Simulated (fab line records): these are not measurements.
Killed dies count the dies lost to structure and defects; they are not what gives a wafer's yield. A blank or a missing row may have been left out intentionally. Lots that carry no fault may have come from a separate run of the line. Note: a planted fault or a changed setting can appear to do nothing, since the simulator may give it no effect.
fab line records	flow sfq-line
record lots=7	wafers=21	last-day=92
route steps=325 shown M6@255 I6@266 M7@281
lots untouched by any fault: they come from a run of this same line in which no faults occurred
start-h: start of the lot's first displayed wafer, in hours after the record's first day	wait-h: how many hours have passed since the lot's step before this one	" identical to the entry in the row above	L1.1+2: one row covering several wafers at once	- either no value or no given start	* or withheld: withheld	< > ~ a bound
route shown NAME@n: a module of which the file shows steps, and the number in the route of the first	usual: mean/standard deviation taken from wafers without a fault	same: alike in all rows	chamber/n: place in a boat	sites: per-site readings	_std_site: the values' standard deviation	_edge_site: outer sites' mean less inner sites'	radius-mm: how far each site lies from the wafer's centre	mask NAME#n: copy n	behind: tool/chamber where the wafer was last shaped	hold: cause of the lot's hold/its duration in hours/its outcome	device: the n, p or np transistor that did not switch	end of line: tests of these same wafers at the route's end	step lacking rows: just its recipe	killed: dies lost to structure and defects at the first sort, not the wafer's yield	map: a wafer's dies, x killed, . not, _ none there
set.NAME: the setting that was run; set.NAME@STEP: the one run at that earlier step	model.NAME: the simulator's own value behind a step, which no gauge read
certain route steps with their lots: each step a table, each wafer a row
services: a tool's chamber out of use, with start hour (start-h, from the record's first day; less than 0 if before it), hours out, and reason
## steps
# step SFQ_TRILAYER_M6_LITHO_COAT_164
# recipe resist=BARC	spin-rpm=3000	resist-thk-nm=62
# step SFQ_TRILAYER_M6_LITHO_COAT_159
# recipe resist=KrF	spin-rpm=3000	resist-thk-nm=600
# step SFQ_TRILAYER_M6_LITHO_SOFTBAKE_163
# recipe temp-c=withheld	time-s=withheld	resist=KrF
# step SFQ_TRILAYER_M6_LITHO_EXPOSE_160
# recipe mask-id=M6	na=0.6	source-shape=conventional	sigma-outer=0.65	target-cd-nm=500	dose-mj=14.4
# step SFQ_TRILAYER_M6_LITHO_PEB_162
# recipe peb-temp-c=115	peb-time-s=60	resist=KrF
# step SFQ_TRILAYER_M6_LITHO_DEVELOP_161
# recipe time-s=60	resist=KrF
# step SFQ_M6_OVL_MEAS_940
# usual M6_OVL=4/5.7
lot.wafer	tool	chamber	start-h	wait-h	M6_OVL[nm]
L690.2	overlay-01	-	1707.13	0.1	0
L690.5	"	-	"	"	-7
L690.6	"	-	"	"	3
L693.1	overlay-02	-	1823.74	0.1	11
L693.2	"	-	"	"	13
L693.3	"	-	"	"	12
L694.2	overlay-02	-	1825.98	0.1	-6
L694.5	"	-	"	"	1
L694.6	"	-	"	"	3
L695.2	overlay-02	-	1831.98	0.1	5
L695.5	"	-	"	"	3
L695.6	"	-	"	"	4
L699.1	overlay-01	-	1845.17	0.1	1
L699.4	"	-	"	"	5
L699.6	"	-	"	"	3
L703.2	overlay-01	-	1849.98	0.1	8
L703.5	"	-	"	"	9
L703.6	"	-	"	"	15
L707.1	overlay-02	-	1936.38	0.1	0
L707.5	"	-	"	"	-3
L707.6	"	-	"	"	5
# step SFQ_TRILAYER_M6_BARC_OPEN_METAL_ETCH_206
# recipe mask-material=PR	chemistry=O2	target-depth-nm=125	target=BARC	icp-w=600	bias-w=80	pressure-mtorr=10	time-s=41.7
# step SFQ_TRILAYER_M6_ETCH_METAL_ETCH_162
# recipe target=Nb	stop-on=SiO2	mask-material=PR	chemistry=Cl2/Ar	target-depth-nm=240	icp-w=600	bias-w=80	pressure-mtorr=10	time-s=120
# step SFQ_TRILAYER_M6_STRIP_STRIP_163
# recipe gas=O2	power-w=200	platen-temp-c=40	overash-fraction=0.65	chemistry=O2	pressure-mtorr=50
# usual chamber-pressure-mTorr=49.99/0.042	drypump-motor-current-A=6.2/0.41	oes-product-au=1.000/0.0073
lot.wafer	tool	chamber	start-h	wait-h	chamber-pressure-mTorr	drypump-motor-current-A	oes-product-au	rf-hours-counter-h
L690.2	rie-metal-02	0	1707.34	0.1	50.00	6.4	1.004	30
L690.5	"	0	"	"	50.01	6.4	0.995	-
L690.6	"	1	"	"	49.96	6.8	1.005	-
L693.1	rie-metal-01	1	1823.96	0.1	50.02	5.9	0.996	40
L693.2	"	0	"	"	50.09	5.7	0.989	100
L693.3	"	1	"	"	50.00	5.9	1.010	-
L694.2	rie-metal-01	0	1826.19	0.1	49.98	5.8	0.996	101
L694.5	"	0	"	"	50.04	5.8	0.993	-
L694.6	"	1	"	"	49.96	5.9	0.996	-
L695.2	rie-metal-04	1	1832.19	0.1	50.07	6.3	1.001	17
L695.5	"	1	"	"	50.04	6.2	1.007	-
L695.6	"	0	"	"	49.97	5.7	0.999	-
L699.1	rie-metal-02	1	1845.39	0.1	49.92	6.8	1.014	108
L699.4	"	1	"	"	49.98	6.8	1.016	-
L699.6	"	0	"	"	50.09	6.4	1.001	-
L703.2	rie-metal-01	1	1850.19	0.1	50.09	5.9	0.993	47
L703.5	"	0	"	"	50.00	5.8	0.994	-
L703.6	"	1	"	"	49.98	5.9	0.998	-
L707.1	rie-metal-02	1	1936.61	0.1	49.94	6.8	0.997	124
L707.5	"	1	"	"	49.94	6.8	0.988	-
L707.6	"	0	"	"	50.04	6.4	0.987	-
# step SFQ_TRILAYER_M6_STRIP_SOLV_CLEAN_164
# recipe chemistry=NMP	temp-c=70	time-s=600
# step SFQ_TRILAYER_I6_DEP_PECVD_165
# recipe material=SiO2	temp-c=150	time-s=111.11	pressure-torr=2.4	rf-w=183.3	precursor=SiH4/N2O	target-thk-nm=500
# usual heater-power-w=86/12	susceptor-temp-C=150.00/0.14	throttle-valve-pct=23.9/0.82
lot.wafer	tool	chamber	start-h	wait-h	heater-power-w	susceptor-temp-C	throttle-valve-pct
L690.2	pecvd-01	0	1708.12	0.0	87	149.81	24.3
L690.5	"	0	"	"	71	150.06	24.5
L690.6	"	2	"	"	85	150.26	23.4
L693.1	pecvd-03	1	1824.73	0.0	76	150.01	22.8
L693.2	"	0	"	"	95	149.68	25.4
L693.3	"	2	"	"	80	150.02	23.8
L694.2	pecvd-01	2	1827.14	0.0	87	150.18	23.6
L694.5	"	1	"	"	96	149.89	23.6
L694.6	"	2	"	"	73	150.19	23.5
L695.2	pecvd-01	0	1832.98	0.0	89	150.00	24.6
L695.5	"	0	"	"	72	150.00	24.8
L695.6	"	2	"	"	83	149.80	23.6
L699.1	pecvd-02	1	1846.17	0.0	72	150.06	24.0
L699.4	"	2	"	"	78	150.14	22.6
L699.6	"	1	"	"	75	149.99	23.8
L703.2	pecvd-03	2	1850.97	0.0	71	149.73	24.2
L703.5	"	0	"	"	103	149.94	25.6
L703.6	"	2	"	"	75	149.86	24.1
L707.1	pecvd-03	1	1937.38	0.0	76	150.16	22.5
L707.5	"	0	"	"	101	149.85	26.0
L707.6	"	1	"	"	81	149.93	22.6
# step SFQ_TRILAYER_I6_CMP_CMP_166
# recipe material=SiO2	down-force-psi=3	platen-rpm=60	pad-velocity-m-s=0.94248
# usual motor-current-A=10.5/1.3	slurry-flow-ml-min=150.0/0.43	time-to-endpoint-s=211/6.7
lot.wafer	tool	chamber	start-h	wait-h	motor-current-A	slurry-flow-ml-min	time-to-endpoint-s	model.SiO2_of_TRILAYER_I6_DEP_PECVD_165.thk-nm
L690.2	cmp-01	3	1708.69	0.5	8.8	150.3	218	201.3
L690.5	"	2	1710.19	2.0	11.5	149.3	217	201.2
L690.6	"	3	"	"	8.8	149.9	222	200.8
L693.2	cmp-01	2	1826.55	1.8	12.0	150.7	190	219.7
L693.1	"	0	1827.55	2.8	10.8	150.2	197	219.7
L693.3	"	1	"	"	10.9	150.0	219	201.4
L694.2	cmp-01	0	1830.05	2.9	10.6	149.5	191	219.8
L694.5	"	3	1831.55	4.3	8.4	150.0	216	199.5
L694.6	"	0	"	"	11.4	150.1	214	199.6
L695.2	cmp-02	0	1835.84	2.8	13.0	150.6	200	199.2
L695.5	"	0	1837.84	4.8	13.3	151.1	207	197.8
L695.6	"	1	"	"	9.6	150.2	204	198.1
L699.4	cmp-01	0	1857.05	10.8	10.9	149.6	194	219.5
L699.1	"	1	"	"	11.3	150.0	191	220.5
L699.6	"	3	1858.55	12.3	8.2	149.8	206	198.7
L703.2	cmp-02	0	1867.34	16.3	13.2	150.2	213	199.4
L703.6	"	1	"	"	9.8	150.3	216	199.2
L703.5	"	2	"	"	9.6	151.6	220	201
L707.1	cmp-01	2	1938.46	1.0	11.5	149.3	210	199.8
L707.6	"	0	1939.46	2.0	11.3	149.9	218	199.2
L707.5	"	1	"	"	11.7	149.5	215	200.1
# step SFQ_I6_BOW_MEAS_941
# recipe mode=bow
# usual I6_BOW=6/12
lot.wafer	tool	chamber	start-h	wait-h	I6_BOW[um]
L690.2	film-metro-04	-	1711.21	2.0	-4
L690.5	"	-	"	"	4
L690.6	"	-	"	"	4
L693.1	film-metro-01	-	1829.55	1.5	20
L693.2	"	-	"	"	23
L693.3	"	-	"	"	29
L694.2	film-metro-04	-	1832.57	2.0	-10
L694.5	"	-	"	"	-14
L694.6	"	-	"	"	-8
L695.2	film-metro-01	-	1838.86	2.5	-7
L695.5	"	-	"	"	-9
L695.6	"	-	"	"	-2
L699.1	film-metro-04	-	1859.55	1.5	17
L699.4	"	-	"	"	6
L699.6	"	-	"	"	19
L703.2	film-metro-01	-	1868.86	1.0	16
L703.5	"	-	"	"	12
L703.6	"	-	"	"	-5
L707.1	film-metro-01	-	1940.46	1.5	12
L707.5	"	-	"	"	1
L707.6	"	-	"	"	-3
# step SFQ_TRILAYER_I6_METRO_MEASURE_167
# usual thk-nm=199.7/0.93
lot.wafer	tool	chamber	start-h	wait-h	thk-nm
L690.2	film-metro-04	-	1711.51	0.3	201.3
L690.5	"	-	"	"	201.1
L690.6	"	-	"	"	201.0
L693.1	film-metro-01	-	1829.67	0.1	219.8
L693.2	"	-	"	"	219.6
L693.3	"	-	"	"	201.5
L694.2	film-metro-04	-	1832.87	0.3	219.7
L694.5	"	-	"	"	199.7
L694.6	"	-	"	"	199.7
L695.2	film-metro-01	-	1839.16	0.3	199.0
L695.5	"	-	"	"	197.7
L695.6	"	-	"	"	198.1
L699.1	film-metro-04	-	1859.67	0.1	220.5
L699.4	"	-	"	"	219.6
L699.6	"	-	"	"	198.7
L703.2	film-metro-01	-	1869.16	0.3	199.5
L703.5	"	-	"	"	201.2
L703.6	"	-	"	"	199.0
L707.1	film-metro-01	-	1940.58	0.1	200.0
L707.5	"	-	"	"	200.2
L707.6	"	-	"	"	199.2
# step SFQ_TRILAYER_I6_VIA_LITHO_COAT_174
# recipe resist=BARC	spin-rpm=3000	resist-thk-nm=62
# step SFQ_TRILAYER_I6_VIA_LITHO_COAT_169
# recipe resist=KrF	spin-rpm=3000	resist-thk-nm=650
# step SFQ_TRILAYER_I6_VIA_LITHO_SOFTBAKE_173
# recipe temp-c=withheld	time-s=withheld	resist=KrF
# step SFQ_TRILAYER_I6_VIA_LITHO_EXPOSE_170
# recipe mask-id=I6	na=0.6	source-shape=conventional	sigma-outer=0.65	target-cd-nm=700	dose-mj=21.3
# step SFQ_TRILAYER_I6_VIA_LITHO_PEB_172
# recipe peb-temp-c=115	peb-time-s=60	resist=KrF
# step SFQ_TRILAYER_I6_VIA_LITHO_DEVELOP_171
# recipe time-s=60	resist=KrF
# step SFQ_I6_OVL_MEAS_942
# usual I6_OVL=0/5.1
lot.wafer	tool	chamber	start-h	wait-h	I6_OVL[nm]
L690.2	overlay-02	-	1817.76	0.1	-6
L690.5	"	-	"	"	-10
L690.6	"	-	"	"	-8
L693.1	overlay-01	-	1871.86	0.1	-5
L693.2	"	-	"	"	1
L693.3	"	-	"	"	-4
L694.2	overlay-01	-	1874.26	0.1	-4
L694.5	"	-	"	"	-4
L694.6	"	-	"	"	-7
L695.2	overlay-01	-	1879.06	0.1	1
L695.5	"	-	"	"	-1
L695.6	"	-	"	"	-1
L699.1	overlay-02	-	1887.26	0.1	-5
L699.4	"	-	"	"	0
L699.6	"	-	"	"	-5
L703.2	overlay-02	-	1892.81	0.1	4
L703.5	"	-	"	"	6
L703.6	"	-	"	"	3
L707.1	overlay-02	-	1967.51	0.1	-7
L707.5	"	-	"	"	-4
L707.6	"	-	"	"	-12
# step SFQ_TRILAYER_I6_VIA_BARC_OPEN_VIA_ETCH_235
# recipe mask-material=PR	chemistry=O2	target-depth-nm=125	target=BARC	source-w=500	bias-w=80	pressure-mtorr=30	time-s=41.7
# usual bias-w=79.96/0.24	chamber-pressure-mTorr=29.998/0.026	drypump-motor-current-A=5.8/0.42	oes-product-au=0.686/0.0048
lot.wafer	tool	chamber	start-h	wait-h	bias-w	chamber-pressure-mTorr	drypump-motor-current-A	oes-product-au	rf-hours-counter-h
L690.2	rie-diel-02	2	1817.79	0.0	80.34	29.991	5.6	0.687	15
L690.5	"	1	"	"	79.73	29.990	5.8	0.686	-
L690.6	"	2	"	"	79.99	30.011	5.7	0.686	-
L693.1	rie-diel-03	3	1871.89	0.0	80.16	29.997	4.9	0.689	6
L693.2	"	2	"	"	79.98	29.982	6.2	0.687	5
L693.3	"	1	"	"	79.79	29.989	5.7	0.694	13
L694.2	rie-diel-02	2	1874.29	0.0	79.90	29.974	5.6	0.688	16
L694.5	"	3	"	"	80.28	29.991	6.1	0.683	-
L694.6	"	0	"	"	79.89	29.969	6.2	0.690	-
L695.2	rie-diel-03	3	1879.09	0.0	79.98	29.994	4.9	0.673	6
L695.5	"	1	"	"	79.35	30.004	5.7	0.682	-
L695.6	"	3	"	"	80.10	29.933	4.9	0.680	-
L699.1	rie-diel-02	0	1887.29	0.0	79.98	29.993	6.2	0.679	1
L699.4	"	1	"	"	79.60	29.963	5.8	0.690	1
L699.6	"	1	"	"	79.91	29.987	5.8	0.687	-
L703.2	rie-diel-03	3	1892.84	0.0	79.83	30.011	4.9	0.690	6
L703.5	"	2	"	"	80.13	30.032	6.3	0.694	-
L703.6	"	1	"	"	80.06	30.002	5.7	0.692	-
L707.1	rie-diel-02	0	1967.55	0.0	80.03	30.037	6.2	0.682	2
L707.5	"	3	"	"	80.08	30.024	6.2	0.678	-
L707.6	"	2	"	"	80.19	29.992	5.6	0.681	-
# step SFQ_TRILAYER_I6_VIA_ETCH_VIA_ETCH_172
# recipe target=SiO2	stop-on=Nb	mask-material=PR	taper-deg=20	chemistry=CHF3	target-depth-nm=260	source-w=500	bias-w=80	pressure-mtorr=30	time-s=withheld
# usual bias-w=80.03/0.25	chamber-pressure-mTorr=29.995/0.025	drypump-motor-current-A=5.8/0.42	oes-product-au=0.854/0.005
lot.wafer	tool	chamber	start-h	wait-h	bias-w	chamber-pressure-mTorr	drypump-motor-current-A	oes-product-au	model.etch.depth-nm	model.I6.feature-depth-nm
L690.2	rie-diel-02	2	1817.83	0.0	79.90	29.992	5.6	0.861	201.3	201.3
L690.5	"	1	"	"	79.70	30.045	5.8	0.859	201.2	201.2
L690.6	"	2	"	"	80.44	29.977	5.6	0.857	200.8	200.8
L693.1	rie-diel-03	3	1871.93	0.0	80.16	29.959	4.9	0.901	219.7	219.7
L693.2	"	2	"	"	79.99	29.980	6.3	0.902	219.7	219.7
L693.3	"	1	"	"	79.86	29.985	5.7	0.863	201.4	201.4
L694.2	rie-diel-02	2	1874.33	0.0	80.55	29.966	5.6	0.897	219.8	219.8
L694.5	"	3	"	"	79.85	29.988	6.1	0.851	199.5	199.5
L694.6	"	0	"	"	80.37	30.022	6.2	0.852	199.6	199.6
L695.2	rie-diel-03	3	1879.13	0.0	80.19	29.978	4.9	0.847	199.2	199.2
L695.5	"	1	"	"	80.55	30.042	5.7	0.852	197.8	197.8
L695.6	"	3	"	"	80.11	29.981	4.9	0.847	198.1	198.1
L699.1	rie-diel-02	0	1887.33	0.0	79.88	29.981	6.2	0.906	220.5	220.5
L699.4	"	1	"	"	79.77	29.967	5.8	0.902	219.5	219.5
L699.6	"	1	"	"	79.93	29.968	5.8	0.859	198.7	198.7
L703.2	rie-diel-03	3	1892.88	0.0	79.74	30.029	4.9	0.847	199.4	199.4
L703.5	"	2	"	"	80.30	30.014	6.2	0.863	201	201
L703.6	"	1	"	"	79.76	30.019	5.7	0.854	199.2	199.2
L707.1	rie-diel-02	0	1967.59	0.0	79.90	30.006	6.2	0.849	199.8	199.8
L707.5	"	3	"	"	80.15	29.974	6.1	0.853	200.1	200.1
L707.6	"	2	"	"	79.74	29.975	5.7	0.841	199.2	199.2
# step SFQ_TRILAYER_I6_VIA_STRIP_STRIP_173
# recipe gas=O2	power-w=200	platen-temp-c=40	overash-fraction=0.65	chemistry=O2	pressure-mtorr=50
# usual chamber-pressure-mTorr=50.00/0.048	drypump-motor-current-A=6.0/0.43	oes-product-au=1.000/0.0073
lot.wafer	tool	chamber	start-h	wait-h	chamber-pressure-mTorr	drypump-motor-current-A	oes-product-au	rf-hours-counter-h
L690.2	rie-metal-04	1	1817.95	-	50.04	6.2	0.999	14
L690.5	"	0	"	"	49.97	5.7	1.009	-
L690.6	"	1	"	"	50.01	6.3	0.997	-
L693.1	rie-metal-03	0	1872.05	-	50.03	5.4	0.993	17
L693.2	"	1	"	"	49.99	6.3	0.989	119
L693.3	"	1	"	"	49.96	6.3	0.983	-
L694.2	rie-metal-04	0	1874.45	-	49.99	5.7	0.996	64
L694.5	"	1	"	"	49.93	6.3	1.008	-
L694.6	"	0	"	"	50.02	5.6	1.012	-
L695.2	rie-metal-02	0	1879.25	-	49.97	6.4	0.991	54
L695.5	"	0	"	"	49.99	6.4	0.988	-
L695.6	"	1	"	"	50.02	6.8	1.004	-
L699.1	rie-metal-03	0	1887.45	-	50.01	5.5	0.985	20
L699.4	"	0	"	"	50.01	5.5	0.998	-
L699.6	"	1	"	"	50.02	6.3	0.984	-
L703.2	rie-metal-04	1	1893.00	-	50.06	6.2	1.008	30
L703.5	"	1	"	"	49.96	6.2	1.002	-
L703.6	"	0	"	"	49.96	5.7	1.015	-
L707.1	rie-metal-03	0	1967.70	-	50.10	5.5	1.003	34
L707.5	"	1	"	"	50.03	6.3	0.992	-
L707.6	"	0	"	"	50.09	5.4	1.008	-
# step SFQ_TRILAYER_I6_VIA_STRIP_SOLV_CLEAN_174
# recipe chemistry=NMP	temp-c=70	time-s=600
# step SFQ_TRILAYER_M7_DEP_PRE_CLEAN_176
# recipe gas=Ar	time-s=22.5	bias-v=250
lot.wafer	tool	chamber	start-h	wait-h	model.SiO2_of_TRILAYER_I6_DEP_PECVD_165.thk-nm
L690.2	pvd-sputter-06	-	1818.72	0.0	193.8
L690.5	"	-	"	"	193.7
L690.6	"	-	"	"	193.3
L693.1+2	pvd-sputter-04	-	1872.82	0.0	212.2
L693.3	"	-	"	"	193.9
L694.2	pvd-sputter-05	-	1875.22	0.0	212.3
L694.5	"	-	"	"	192
L694.6	"	-	"	"	192.1
L695.2	pvd-sputter-04	-	1880.02	0.0	191.7
L695.5	"	-	"	"	190.3
L695.6	"	-	"	"	190.6
L699.1	pvd-sputter-05	-	1888.22	0.0	213
L699.4	"	-	"	"	212
L699.6	"	-	"	"	191.2
L703.2	pvd-sputter-05	-	1893.79	0.0	191.9
L703.5	"	-	"	"	193.5
L703.6	"	-	"	"	191.7
L707.1	pvd-sputter-06	-	1968.48	0.0	192.3
L707.5	"	-	"	"	192.6
L707.6	"	-	"	"	191.7
# step SFQ_TRILAYER_M7_DEP_SPUTTER_175
# recipe material=Nb	base-pressure-pa=1.33e-06	chamber-pressure-pa=0.1333	substrate-temp-c=20	target-thk-nm=200	power-w=2000	time-s=133.3
# usual throttle-valve-pct=29.9/0.87
lot.wafer	tool	chamber	start-h	wait-h	throttle-valve-pct
L690.2	pvd-sputter-06	-	1818.75	0.0	29.8
L690.5	"	-	"	"	29.8
L690.6	"	-	"	"	28.3
L693.1	pvd-sputter-04	-	1872.85	0.0	31.4
L693.2	"	-	"	"	30.1
L693.3	"	-	"	"	29.2
L694.2	pvd-sputter-05	-	1875.25	0.0	29.5
L694.5	"	-	"	"	30.0
L694.6	"	-	"	"	29.6
L695.2	pvd-sputter-04	-	1880.05	0.0	31.5
L695.5	"	-	"	"	31.6
L695.6	"	-	"	"	30.3
L699.1	pvd-sputter-05	-	1888.25	0.0	29.4
L699.4	"	-	"	"	30.9
L699.6	"	-	"	"	30.0
L703.2	pvd-sputter-05	-	1893.82	0.0	30.0
L703.5	"	-	"	"	30.0
L703.6	"	-	"	"	31.0
L707.1	pvd-sputter-06	-	1968.51	0.0	29.7
L707.5	"	-	"	"	28.2
L707.6	"	-	"	"	29.6
## services
tool	chamber	start-h	hours	kind
rie-metal-04	-	1694.71	14.6	pm
rie-diel-03	1	1716.29	2.5	repair
rie-metal-02	-	1719.87	0.2	repair
cmp-01	-	1729.04	6.8	repair
rie-diel-03	1	1729.25	2.5	repair
rie-diel-03	-	1747.39	2.8	pm
film-metro-01	-	1760.80	2.0	pm
cmp-01	-	1770.85	4.0	pm
cmp-01	-	1778.39	5.2	repair
film-metro-01	-	1801.34	0.3	pm
pvd-sputter-06	-	1812.06	0.9	repair
cmp-01	-	1814.68	5.8	pm
rie-metal-02	0	1816.86	16.9	repair
pvd-sputter-04	-	1820.50	0.6	repair
pvd-sputter-06	-	1832.15	7.3	repair
rie-metal-02	-	1832.20	5.5	repair
rie-diel-03	0	1841.63	44.4	repair
cmp-01	-	1845.63	1.3	repair
rie-diel-02	2	1845.66	3.3	repair
rie-diel-03	3	1885.64	4.4	repair
cmp-01	-	1904.34	1.3	repair
rie-diel-02	0	1913.19	4.8	repair
cmp-01	-	1918.80	0.6	repair
rie-diel-03	-	1936.77	0.7	repair
## key
first-sign step=SFQ_TRILAYER_I6_CMP_CMP_166	reading=time-to-endpoint-s	direction=down	sigmas=2.7	usual=*	struck=*
effect step=SFQ_TRILAYER_I6_METRO_MEASURE_167	reading=thk-nm	direction=up	sigmas=22	usual=199.7	struck=219.8
effect step=SFQ_TRILAYER_I6_VIA_ETCH_VIA_ETCH_172	reading=oes-product-au	direction=up	sigmas=9.5	usual=0.854	struck=0.902
model-effect step=SFQ_TRILAYER_I6_CMP_CMP_166	value=SiO2_of_TRILAYER_I6_DEP_PECVD_165.thk-nm	without=199.8	struck=219.8
model-effect step=SFQ_TRILAYER_I6_VIA_ETCH_VIA_ETCH_172	value=etch.depth-nm	without=199.8	struck=219.8
model-effect step=SFQ_TRILAYER_M7_DEP_PRE_CLEAN_176	value=SiO2_of_TRILAYER_I6_DEP_PECVD_165.thk-nm	without=192.3	struck=212.3
met-at SFQ_TRILAYER_I6_CMP_CMP_166
struck-wafers L693.1,L693.2,L694.2,L699.1,L699.4
fault kind=process-parameter-drift	tool=cmp-01	chamber=-	onset-h=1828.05	steps=SFQ_TRILAYER_I6_CMP_CMP_166	channel=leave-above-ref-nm	offset=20	shape=step	end-h=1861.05	scope=struck-wafers-only	acts-in=these-recipes-only	stated=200
